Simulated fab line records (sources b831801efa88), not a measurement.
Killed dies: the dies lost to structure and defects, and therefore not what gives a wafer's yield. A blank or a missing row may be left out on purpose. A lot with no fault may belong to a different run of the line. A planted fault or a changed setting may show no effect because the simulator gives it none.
A single fault, viewed from 2 desks || flow gf180mcu || what lay behind the numbers comes last; until then each desk has only its own

== FROM THE METROLOGY DESK ==
What the gauges read for every lot (on any tool): the sampled wafers with a number, averaged. Marked OUT: a lot whose mean sits more than 4 standard deviations from the usual mean, which makes it out of limits; the brackets give that distance.
Columns: A = CONTACT_W_RS at GF_CONTACT_RS_MEAS_25, usual 0.383 ohm/sq; B = CONTACT_W_THK at GF_CONTACT_THK_MEAS_26, usual 302 nm
{"lot": "L572", "first seen here": "day 16 02:07", "A": 0.382, "B": 298}
{"lot": "L578", "first seen here": "day 18 06:10", "A": 0.383, "B": 305}
{"lot": "L583", "first seen here": "day 20 07:19", "A": 0.382, "B": 309}
{"lot": "L586", "first seen here": "day 21 17:01", "A": 0.378, "B": 310}
{"lot": "L588", "first seen here": "day 21 22:46", "A": 0.383, "B": 298}
{"lot": "L590", "first seen here": "day 22 22:51", "A": 0.381, "B": 306}
Finding of this desk: none of the 6 lots has anything out of limits.

== DESK OF THE TOOL OWNER: pvd sputter-02 ==
The tool's own readings at GF_M1_SPUTTER_03 (material Ti, target thk 10 nm, time 6.7 s): means of the sampled wafers that have a number, for each lot that ran on this tool. Marked OUT: a lot whose mean sits more than 4 standard deviations from the usual mean, which makes it out of limits; the brackets give that distance.
Columns: A = cathode dc power W at GF_M1_SPUTTER_03, usual 3000.1 W; B = throttle valve pct at GF_M1_SPUTTER_03, usual 29.9 %
{"lot": "L583", "first seen here": "day 20 07:55", "A": 2999.8, "B": 29.7}
{"lot": "L586", "first seen here": "day 21 17:39", "A": 3000.2, "B": 29.2}
{"lot": "L588", "first seen here": "day 21 23:23", "A": "3113.3 (+99 or more) OUT", "B": 30.0}
{"lot": "L590", "first seen here": "day 22 23:29", "A": "3112.9 (+99 or more) OUT", "B": 29.2}
This desk finds L588, L590 out of limits, L588 being first, at day 21 23:23 (cathode dc power W at GF_M1_SPUTTER_03). Within limits: L583, L586.

== PUT TOGETHER ==
The tool owner's desk could have raised an alarm at day 21 23:23, on L588, L590.
The metrology desk saw nothing out of limits.
The metrology desk has L588, L590 on record, within its limits.
Of the lots named, all ran GF_M1_SPUTTER_03 on pvd sputter-02.

== WHAT THE SIMULATOR HAD INSERTED ==
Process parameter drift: pvd sputter-02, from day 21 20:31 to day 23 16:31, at GF_M1_SPUTTER_03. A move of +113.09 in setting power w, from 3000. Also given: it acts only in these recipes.
Lots struck among those shown: L588, L590.
Time in hours from fault onset to the first out-of-limits reading at each desk: the tool owner's desk, 3.
